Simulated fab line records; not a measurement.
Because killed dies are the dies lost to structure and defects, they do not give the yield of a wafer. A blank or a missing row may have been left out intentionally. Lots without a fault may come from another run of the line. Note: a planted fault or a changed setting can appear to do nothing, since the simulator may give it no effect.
fab line records	flow gf180mcu
record: lots: 13	wafers: 39	last-day: 34
route steps=602 shown STI@26 LVPWELL@58 MVPSD@85 VT_IMPLANT@99
lots with no fault: from the same line, run without faults
start-h: the number of hours between the record's first day and the start of the first shown wafer of the lot	wait-h: time in hours since the lot's previous step	" unchanged from the row above	L1.1+2: one row covering several wafers at once	- value missing, or start not given	* or withheld: withheld	< > ~ a bound
route shown NAME@n: a module of which the file shows steps, and the number in the route of the first	usual: mean and standard deviation over wafers with no fault	same: alike in all rows	chamber/n: place in a boat	sites: the reading at each site	_std_site: standard deviation of those values	_edge_site: outer sites' mean less inner sites'	radius-mm: for every site, how far away it sits from the centre of the wafer	mask NAME#n: copy n	behind: the most recent tool/chamber to have shaped the wafer	hold: what put the lot on hold/how long, in hours/how the hold closed	device: whichever transistor did not switch (one of n, p or np)	end of line: at the end of the route, the tests of the same wafers	a step with no rows: only its recipe	killed: at the first sort, the dies lost to defects and structure; wafer yield is something else	map: the dies of a wafer, with x for killed, . for not killed, _ for no die there
set.NAME: setting as actually run; set.NAME@STEP: the setting as run at that earlier step	model.NAME: the simulator's own value behind a step, which no gauge read
steps of the route over a sample of lots; a table a step, a row a wafer
services: the hour from which a tool's chamber was out of use, counted from the record's first day as start-h (under 0 if before that day), plus the number of hours and why
== steps ==
step: GF_STI_CMP_25
recipe: stop-on: Si3N4	t-overpolish-s: 33	down-force-psi: 4	platen-rpm: 60	target-thk-nm: 524.6	pad-velocity-m-s: 0.94248
usual: motor-current-A: 11.9/0.85	overpolish-run-s: 33.000/0.0086	time-to-endpoint-s: 124/6.5
lot.wafer	tool	chamber	start-h	wait-h	motor-current-A	overpolish-run-s	time-to-endpoint-s
L819.1	cmp-02	3	29.58	0.1	12.4	33.007	122
L819.3	"	2	"	"	12.1	33.028	127
L819.5	"	0	"	"	12.1	32.998	124
L820.2	cmp-01	3	33.47	0.1	11.2	33.006	124
L820.1	"	0	"	"	9.9	33.002	118
L820.6	"	1	"	"	11.3	33.008	116
L821.4	cmp-02	1	37.99	0.1	11.0	32.992	122
L821.1	"	2	"	"	11.7	33.001	123
L821.3	"	3	"	"	13.1	33.001	123
L822.4	cmp-01	0	42.11	0.0	10.7	33.001	114
L822.1	"	1	"	"	11.4	32.997	117
L822.3	"	3	"	"	11.0	32.998	124
L824.2	cmp-01	1	53.55	0.4	11.0	33.016	119
L824.3	"	2	"	"	13.1	32.998	139
L824.4	"	3	"	"	11.7	33.005	128
L825.2	cmp-02	3	59.02	0.0	12.6	33.003	116
L825.4	"	0	"	"	13.0	33.012	116
L825.6	"	0	"	"	12.4	33.005	121
L826.4	cmp-02	2	63.01	0.1	12.2	33.003	124
L826.2	"	3	"	"	12.8	32.994	124
L826.5	"	1	"	"	11.6	32.995	128
L828.2	cmp-02	2	75.51	0.1	12.3	33.014	117
L828.3	"	3	"	"	12.6	32.997	123
L828.5	"	1	"	"	11.6	32.995	123
L832.2	cmp-01	1	96.93	0.0	11.6	32.989	115
L832.4	"	0	"	"	10.0	32.994	113
L832.5	"	1	"	"	11.5	32.991	115
L833.1	cmp-02	2	102.60	0.2	11.8	32.996	127
L833.5	"	3	"	"	12.9	32.997	126
L833.6	"	0	"	"	12.0	32.993	123
L835.3	cmp-02	3	112.13	0.0	12.5	32.998	125
L835.5	"	3	"	"	12.1	33.005	125
L835.6	"	0	"	"	12.7	32.994	124
L840.2	cmp-01	1	142.36	0.0	11.7	32.997	113
L840.4	"	0	"	"	10.1	32.994	116
L840.6	"	1	"	"	12.0	32.998	115
L842.3	cmp-02	0	150.42	0.0	12.5	33.001	123
L842.4	"	2	"	"	11.3	33.006	123
L842.5	"	0	"	"	12.5	32.994	122
step: GF_LVPWELL_EXPOSE_04
recipe: mask-id: LVPWELL	target-cd-nm: 600	na: 0.6	source-shape: conventional	sigma-outer: 0.6	dose-mj: 260
usual: exposure-dose-mJ-cm2: 259.95/0.24
lot.wafer	tool	chamber	start-h	wait-h	mask	exposure-dose-mJ-cm2
L819.1	iline-stepper-01	0	63.27	-	LVPWELL#0	260.21
L819.3	"	0	"	"	LVPWELL#0	259.96
L819.5	"	0	"	"	LVPWELL#0	260.02
L820.1	iline-stepper-02	0	68.21	-	LVPWELL#0	260.17
L820.2	"	0	"	"	LVPWELL#0	259.75
L820.6	"	0	"	"	LVPWELL#0	260.14
L821.1	iline-stepper-02	0	73.15	-	LVPWELL#0	259.71
L821.3	"	0	"	"	LVPWELL#0	260.04
L821.4	"	0	"	"	LVPWELL#0	260.62
L822.1	iline-stepper-02	0	78.60	-	LVPWELL#0	259.82
L822.3	"	0	"	"	LVPWELL#0	259.46
L822.4	"	0	"	"	LVPWELL#0	259.95
L824.2	iline-stepper-01	0	90.77	-	LVPWELL#0	260.12
L824.3	"	0	"	"	LVPWELL#0	260.56
L824.4	"	0	"	"	LVPWELL#0	260.27
L825.2	iline-stepper-01	0	94.66	-	LVPWELL#0	260.11
L825.4	"	0	"	"	LVPWELL#0	260.00
L825.6	"	0	"	"	LVPWELL#0	259.92
L826.2	iline-stepper-01	0	100.21	-	LVPWELL#0	259.94
L826.4	"	0	"	"	LVPWELL#0	259.84
L826.5	"	0	"	"	LVPWELL#0	259.81
L828.2	iline-stepper-01	0	114.91	-	LVPWELL#0	259.64
L828.3	"	0	"	"	LVPWELL#0	259.97
L828.5	"	0	"	"	LVPWELL#0	259.64
L832.2	iline-stepper-01	0	138.00	-	LVPWELL#0	259.60
L832.4	"	0	"	"	LVPWELL#0	259.95
L832.5	"	0	"	"	LVPWELL#0	260.22
L833.1	iline-stepper-02	0	142.97	-	DNWELL#0	259.42
L833.5	"	0	"	"	DNWELL#0	259.93
L833.6	"	0	"	"	DNWELL#0	260.08
L835.3	iline-stepper-01	0	151.90	-	LVPWELL#0	260.04
L835.5	"	0	"	"	LVPWELL#0	260.06
L835.6	"	0	"	"	LVPWELL#0	260.24
L840.2	iline-stepper-02	0	186.23	-	LVPWELL#0	259.88
L840.4	"	0	"	"	LVPWELL#0	260.01
L840.6	"	0	"	"	LVPWELL#0	260.01
L842.3	iline-stepper-02	0	196.52	-	LVPWELL#0	259.77
L842.4	"	0	"	"	LVPWELL#0	260.05
L842.5	"	0	"	"	LVPWELL#0	260.12
step: GF_LVPWELL_OVL_MEAS_07
usual: LVPWELL_OVL: 0.7/1.5
lot.wafer	tool	chamber	start-h	wait-h	LVPWELL_OVL[nm]
L819.1	overlay-02	-	69.49	-	3.2
L819.3	"	-	"	"	1.8
L819.5	"	-	"	"	2.0
L820.1	overlay-02	-	74.75	-	1.4
L820.2	"	-	"	"	1.4
L820.6	"	-	"	"	1.6
L821.1	overlay-01	-	80.15	-	-2.5
L821.3	"	-	"	"	-1.1
L821.4	"	-	"	"	-1.5
L822.1	overlay-02	-	84.64	-	-1.3
L822.3	"	-	"	"	-1.4
L822.4	"	-	"	"	-1.2
L824.2	overlay-01	-	96.79	-	1.2
L824.3	"	-	"	"	-0.2
L824.4	"	-	"	"	1.8
L825.2	overlay-01	-	101.29	-	-3.1
L825.4	"	-	"	"	-3.1
L825.6	"	-	"	"	-1.7
L826.2	overlay-02	-	107.45	-	2.3
L826.4	"	-	"	"	2.2
L826.5	"	-	"	"	1.4
L828.2	overlay-01	-	121.61	-	-0.7
L828.3	"	-	"	"	0.0
L828.5	"	-	"	"	0.0
L832.2	overlay-02	-	145.50	-	0.9
L832.4	"	-	"	"	1.8
L832.5	"	-	"	"	0.4
L833.1	overlay-01	-	150.24	-	-
L833.5	"	-	"	"	-
L833.6	"	-	"	"	-
L835.3	overlay-01	-	158.86	-	0.9
L835.5	"	-	"	"	1.7
L835.6	"	-	"	"	0.8
L840.2	overlay-01	-	194.70	-	0.7
L840.4	"	-	"	"	0.4
L840.6	"	-	"	"	1.9
L842.3	overlay-02	-	204.35	-	3.4
L842.4	"	-	"	"	2.1
L842.5	"	-	"	"	1.6
step: GF_LVPWELL_TW_MEAS_11
usual: LVPWELL_TW: 564/3.1
lot.wafer	tool	chamber	start-h	wait-h	LVPWELL_TW
L819.1	film-metro-01	-	69.93	0.1	565
L819.3	"	-	"	"	564
L819.5	"	-	"	"	569
L820.1	film-metro-03	-	75.19	0.1	568
L820.2	"	-	"	"	568
L820.6	"	-	"	"	568
L821.1	film-metro-03	-	80.59	0.1	568
L821.3	"	-	"	"	568
L821.4	"	-	"	"	565
L822.1	film-metro-03	-	85.08	0.1	569
L822.3	"	-	"	"	564
L822.4	"	-	"	"	568
L824.2	film-metro-03	-	97.23	0.1	562
L824.3	"	-	"	"	563
L824.4	"	-	"	"	564
L825.2	film-metro-04	-	101.73	0.1	561
L825.4	"	-	"	"	562
L825.6	"	-	"	"	563
L826.2	film-metro-04	-	107.89	0.1	559
L826.4	"	-	"	"	559
L826.5	"	-	"	"	559
L828.2	film-metro-04	-	122.05	0.1	564
L828.3	"	-	"	"	564
L828.5	"	-	"	"	560
L832.2	film-metro-01	-	145.94	0.1	566
L832.4	"	-	"	"	569
L832.5	"	-	"	"	564
L833.1	film-metro-01	-	150.68	0.1	30
L833.5	"	-	"	"	30
L833.6	"	-	"	"	30
L835.3	film-metro-04	-	159.31	0.1	562
L835.5	"	-	"	"	558
L835.6	"	-	"	"	561
L840.2	film-metro-03	-	195.14	0.1	565
L840.4	"	-	"	"	563
L840.6	"	-	"	"	566
L842.3	film-metro-04	-	204.79	0.1	564
L842.4	"	-	"	"	567
L842.5	"	-	"	"	565
step: GF_MVPSD_OVL_MEAS_07
usual: MVPSD_OVL: 0.4/1.4
lot.wafer	tool	chamber	start-h	wait-h	MVPSD_OVL[nm]
L819.1	overlay-02	-	96.24	-	-0.4
L819.3	"	-	"	"	0.4
L819.5	"	-	"	"	0.1
L820.1	overlay-02	-	101.49	-	0.8
L820.2	"	-	"	"	0.8
L820.6	"	-	"	"	0.4
L821.1	overlay-01	-	107.68	-	0.1
L821.3	"	-	"	"	-0.5
L821.4	"	-	"	"	0.3
L822.1	overlay-02	-	112.16	-	1.1
L822.3	"	-	"	"	0.9
L822.4	"	-	"	"	0.2
L824.2	overlay-01	-	125.35	-	-0.3
L824.3	"	-	"	"	-0.1
L824.4	"	-	"	"	-1.2
L825.2	overlay-01	-	131.20	-	0.6
L825.4	"	-	"	"	2.3
L825.6	"	-	"	"	0.8
L826.2	overlay-02	-	137.55	-	-1.1
L826.4	"	-	"	"	1.5
L826.5	"	-	"	"	0.6
L828.2	overlay-01	-	151.55	-	0.9
L828.3	"	-	"	"	-1.9
L828.5	"	-	"	"	-2.6
L832.2	overlay-02	-	176.81	-	2.9
L832.4	"	-	"	"	3.5
L832.5	"	-	"	"	2.6
L833.1	overlay-02	-	182.91	-	-0.9
L833.5	"	-	"	"	0.2
L833.6	"	-	"	"	-1.1
L835.3	overlay-01	-	193.34	-	-0.8
L835.5	"	-	"	"	-1.2
L835.6	"	-	"	"	-0.4
L840.2	overlay-01	-	230.11	-	-1.7
L840.4	"	-	"	"	1.4
L840.6	"	-	"	"	0.4
L842.3	overlay-01	-	241.54	-	-0.8
L842.4	"	-	"	"	1.1
L842.5	"	-	"	"	1.5
step: GF_VT_IMPLANT_STRIP_09
recipe: chemistry: O2/N2	power-w: 1400	pressure-mtorr: 1500	platen-temp-c: 250	o2-flow-sccm: 3000	n2-flow-sccm: 300	overash-fraction: 0.5
usual: drypump-motor-current-A: 5.7/0.54	heater-power-w: 331/28	oes-product-au: 0.716/0.0041	strip-time-to-endpoint-s: 12.63/0.039
lot.wafer	tool	chamber	start-h	wait-h	drypump-motor-current-A	heater-power-w	oes-product-au	rf-hours-counter-h	strip-time-to-endpoint-s
L819.1	plasma-asher-03	0	110.08	0.1	5.5	288	0.721	52	12.68
L819.3	"	0	"	"	5.5	279	0.718	-	12.63
L819.5	"	1	"	"	6.4	339	0.720	-	12.65
L820.1	plasma-asher-03	0	116.49	0.1	5.5	290	0.716	53	12.63
L820.2	"	1	"	"	6.4	349	0.715	53	12.61
L820.6	"	0	"	"	5.6	283	0.722	-	12.60
L821.1	plasma-asher-01	1	122.33	0.1	6.0	321	0.715	33	12.58
L821.3	"	1	"	"	6.0	326	0.720	-	12.59
L821.4	"	0	"	"	4.7	366	0.714	-	12.58
L822.1	plasma-asher-03	0	127.38	0.1	5.5	286	0.711	55	12.58
L822.3	"	0	"	"	5.5	283	0.713	-	12.61
L822.4	"	1	"	"	6.4	345	0.717	-	12.56
L824.2	plasma-asher-02	1	140.69	0.1	5.7	358	0.718	2	12.60
L824.3	"	0	"	"	5.4	332	0.717	-	12.63
L824.4	"	1	"	"	5.7	356	0.707	-	12.57
L825.2	plasma-asher-03	0	146.64	0.1	5.6	286	0.718	57	12.68
L825.4	"	1	"	"	6.4	334	0.717	-	12.69
L825.6	"	1	"	"	6.4	347	0.710	-	12.71
L826.2	plasma-asher-01	0	152.49	0.1	4.7	363	0.719	36	12.53
L826.4	"	1	"	"	6.0	323	0.722	-	12.57
L826.5	"	1	"	"	6.0	319	0.723	-	12.56
L828.2	plasma-asher-01	1	167.68	0.1	6.0	323	0.714	38	12.58
L828.3	"	1	"	"	6.0	325	0.718	-	12.63
L828.5	"	1	"	"	6.0	321	0.711	-	12.66
L832.2	plasma-asher-01	1	194.09	0.1	6.0	327	0.712	41	12.68
L832.4	"	1	"	"	6.0	329	0.711	-	12.68
L832.5	"	1	"	"	6.0	331	0.718	-	12.67
L833.1	plasma-asher-03	1	200.19	0.1	6.3	342	0.719	62	12.67
L833.5	"	0	"	"	5.5	293	0.713	-	12.71
L833.6	"	1	"	"	6.3	346	0.717	-	12.67
L835.3	plasma-asher-02	1	210.81	0.1	5.7	362	0.715	-	12.67
L835.5	"	0	"	"	5.4	334	0.722	-	12.66
L835.6	"	1	"	"	5.7	362	0.714	-	12.63
L840.2	plasma-asher-01	1	248.74	0.1	6.0	318	0.721	46	12.59
L840.4	"	0	"	"	4.7	359	0.716	-	12.64
L840.6	"	1	"	"	6.0	324	0.710	-	12.62
L842.3	plasma-asher-02	1	259.91	0.1	5.6	355	0.711	-	12.60
L842.4	"	0	"	"	5.3	342	0.715	-	12.58
L842.5	"	1	"	"	5.7	355	0.708	-	12.57
== services ==
tool	chamber	start-h	hours	kind
iline-stepper-02	-	12.52	1.7	pm
iline-stepper-01	-	12.89	3.0	repair
plasma-asher-02	-	26.03	14.6	pm
cmp-01	-	41.72	0.3	repair
plasma-asher-02	-	50.58	14.4	repair
cmp-02	-	64.00	4.0	pm
cmp-02	-	68.00	-	consumable-replace:conditioner
cmp-02	-	68.00	-	consumable-replace:pad
plasma-asher-01	-	96.86	2.9	repair
cmp-01	-	106.64	0.4	repair
plasma-asher-02	-	108.75	9.0	pm
plasma-asher-02	0	108.75	9.0	vent-cycle
iline-stepper-01	-	157.40	1.7	pm
cmp-02	-	188.63	6.5	pm
cmp-02	-	202.45	0.9	repair
cmp-02	-	216.48	6.6	repair
iline-stepper-01	-	225.42	6.3	repair
iline-stepper-02	-	231.75	1.7	pm
cmp-01	-	232.00	4.0	pm
cmp-01	-	236.00	-	consumable-replace:conditioner
cmp-01	-	236.00	-	consumable-replace:pad
cmp-02	-	239.86	0.3	repair
cmp-02	-	240.23	0.8	repair
plasma-asher-01	-	250.72	3.2	repair
== key ==
first-sign: step: GF_LVPWELL_EXPOSE_04	reading: mask	direction: changed
effect: step: GF_LVPWELL_OVL_MEAS_07	reading: LVPWELL_OVL	direction: missing
effect: step: GF_LVPWELL_TW_MEAS_11	reading: LVPWELL_TW	direction: down	sigmas: 99+	usual: 564	struck: 30
met-at GF_LVPWELL_EXPOSE_04
struck-lots L833
sort-left-out L833.1,L833.5,L833.6
tester-left-out L833
not-acting-at GF_STI_CMP_25,GF_MVPSD_OVL_MEAS_07,GF_VT_IMPLANT_STRIP_09
onset-between 78.60 142.97
fault: kind: wrong-mask	tool: any	chamber: -	onset-h: 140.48	steps: GF_LVPWELL_EXPOSE_04	aux-copy: DNWELL#0	scope: struck-lots-only
tester-left-out: of these lots the tester's yield and bins aren't shown, on N5 and GAA mostly nor the transistor test; their killed dies are dies lost to structure and defects alone, not to doping, threshold or leakage, so they don't give the yield
sort-left-out: the simulated sort isn't trusted on such a fault, so these wafers' sort isn't shown, and their yield isn't known
